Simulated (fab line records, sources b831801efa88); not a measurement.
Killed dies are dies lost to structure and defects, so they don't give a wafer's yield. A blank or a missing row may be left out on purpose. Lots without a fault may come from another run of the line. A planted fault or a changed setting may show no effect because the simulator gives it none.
A struck lot beside a sound one | flow sky130 | 18 steps out of a route of 708
Sound: wafers L618.2, L618.3, L618.5. Struck: wafer L615.6. (L615.2, L615.3 of the same lot were not struck and are left out.) The cause comes at the end.
At each step with rows: each side's tool, then ch and its chambers, then its first start. Under that, the readings that differ: sound wafers | struck wafers | difference of the means | sigmas: that difference in standard deviations of wafers without a fault.
alike: readings whose means differ by less than 2 such deviations, and words and numbers that are the same on both sides. not compared: withheld readings, readings that some wafer has no value for, bounds like >300 that may hide the same value, and numbers for which the record gives no deviation and whose values overlap.
The two part at a step that has a row with sigmas, a row that says differs or no value, or rows on one side only. Numbers that don't overlap but have no deviation are shown without sigmas and don't part them. A reading that every wafer of one side lacks parts them only if that side has two wafers or more.

first, 4 steps without rows for these wafers: SKY_VT_ADJUST_LVTN_SOFTBAKE_14 (time 60 s); SKY_VT_ADJUST_LVTN_EXPOSE_15 (exposes mask HVN STD DERIVED, target cd 600 nm); SKY_VT_ADJUST_LVTN_PEB_16; SKY_VT_ADJUST_LVTN_DEVELOP_17 (develop time 60 s).
SKY_VT_ADJUST_LVTN_OVL_MEAS_18:
  sound on overlay-02, day 11 04:19; struck on overlay-01, day 10 10:57
  alike: VT_ADJUST_LVTN_01_OVL
then, 1 step without rows for these wafers: SKY_VT_ADJUST_LVTN_IMPLANT_19.
SKY_VT_ADJUST_LVTN_STRIP_20: strips in O2/N2.
  sound on plasma_asher-03 ch 0, day 11 04:29; struck on plasma_asher-01 ch 1, day 10 11:08
  reading               | sound             | struck | difference | sigmas
  oes_product_au (a.u.) | 0.726 0.716 0.719 | 0.707  | -0.013     | -3
  alike: drypump_motor_current_A, strip_time_to_endpoint_s
  not compared: rf_hours_counter_h
SKY_VT_ADJUST_LVTN_TW_MEAS_21:
  sound on film_metro-03, day 11 04:36; struck on film_metro-04, day 10 11:14
  alike: VT_ADJUST_LVTN_2_TW
then, 4 steps without rows for these wafers: SKY_VT_ADJUST_NCORE_DEHYDRATE_00 (time 60 s); SKY_VT_ADJUST_NCORE_HMDS_01 (prime time 60 s); SKY_VT_ADJUST_NCORE_COAT_02 (resist thk 1140 nm); SKY_VT_ADJUST_NCORE_SOFTBAKE_03 (time 60 s).
SKY_VT_ADJUST_NCORE_EXPOSE_04: exposes mask LVTN COMPLEMENT THIN, target cd 380 nm.
  sound on iline_stepper-01 ch 0, day 11 14:53; struck on iline_stepper-02 ch 0, day 10 22:22
  alike: mask
then, 2 steps without rows for these wafers: SKY_VT_ADJUST_NCORE_PEB_05; SKY_VT_ADJUST_NCORE_DEVELOP_06 (develop time 60 s).
SKY_VT_ADJUST_NCORE_CD_MEAS_07: target cd 380 nm.
  sound on cd_sem-02, day 12 02:20; struck on cd_sem-01, day 11 09:22
  reading    | sound             | struck | difference | sigmas
  cd_nm (nm) | 384.9 385.2 385.3 | 365.0  | -20.1      | -7
SKY_VT_ADJUST_NCORE_OVL_MEAS_08:
  sound on overlay-01, day 12 02:26; struck on overlay-01, day 11 09:28
  alike: VT_ADJUST_NCORE_OVL
then, 1 step without rows for these wafers: SKY_PAD_OPEN_PROBE_99.

WHERE THEY PART
First at SKY_VT_ADJUST_LVTN_STRIP_20; last, within this record, at SKY_VT_ADJUST_NCORE_CD_MEAS_07. Later steps at which nothing parts them and some readings are alike: SKY_VT_ADJUST_NCORE_OVL_MEAS_08.

WHY: what the simulator had put in
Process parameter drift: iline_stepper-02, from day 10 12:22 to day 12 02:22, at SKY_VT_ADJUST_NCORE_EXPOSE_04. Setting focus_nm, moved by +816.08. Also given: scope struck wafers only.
